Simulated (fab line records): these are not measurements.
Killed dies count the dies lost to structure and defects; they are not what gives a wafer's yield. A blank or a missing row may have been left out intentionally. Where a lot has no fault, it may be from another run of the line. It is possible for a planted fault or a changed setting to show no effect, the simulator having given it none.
Matching of chambers | flow gf180mcu | GF_V3_CVD_02 on pecvd-04: 3 sister chambers
The step deposits SiO2 from TEOS, target thk 850 nm, time 94.851 s. 6 wafers are shown with their chamber, then 9 later ones without.

## EACH WAFER AND ITS CHAMBER
wafer  | chamber | heater-power-w (W)
L090.1 | 2       | 542
L090.2 | 1       | 692
L090.3 | 0       | 545
L090.4 | 2       | 575
L090.5 | 0       | 576
L090.6 | 1       | 735

## WAFERS WITHOUT THEIR CHAMBER
wafer  | heater-power-w (W)
L092.1 | 544
L092.2 | 684
L092.3 | 585
L094.1 | 569
L094.4 | 615
L094.5 | 595
L097.1 | 647
L097.2 | 625
L097.6 | 486

## EACH ONE'S CHAMBER
wafer  | from the rows above          | in truth
L092.1 | can't be placed: 2 or 0      | 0
L092.2 | 1                            | 1
L092.3 | can't be placed: 0 or 2      | 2
L094.1 | can't be placed: 0 or 2      | 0
L094.4 | can't be placed: 0 or 2 or 1 | 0
L094.5 | can't be placed: 0 or 2      | 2
L097.1 | can't be placed: 1 or 0 or 2 | 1
L097.2 | can't be placed: 0 or 2 or 1 | 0
L097.6 | can't be placed: 2 or 0      | 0
Placed correctly: 1 of 9. Cannot be placed on the basis of these rows: 8; the candidates contain the true chamber in 8. 0 placed wrongly.
How it was worked out, from the rows above alone: a wafer's distance from a chamber is the root of the sum, over the readings, of the square of ((its reading less the chamber's mean) divided by the reading's scatter). The wafer belongs to the nearest chamber; if the next one is less than 2 further off, it can't be placed. For every chamber, the mean is computed from those of its wafers that are shown. How the scatter is found: for the shown wafers, subtract from each reading the mean of its chamber, square and add these, divide the total by (wafers less chambers), then take the root.
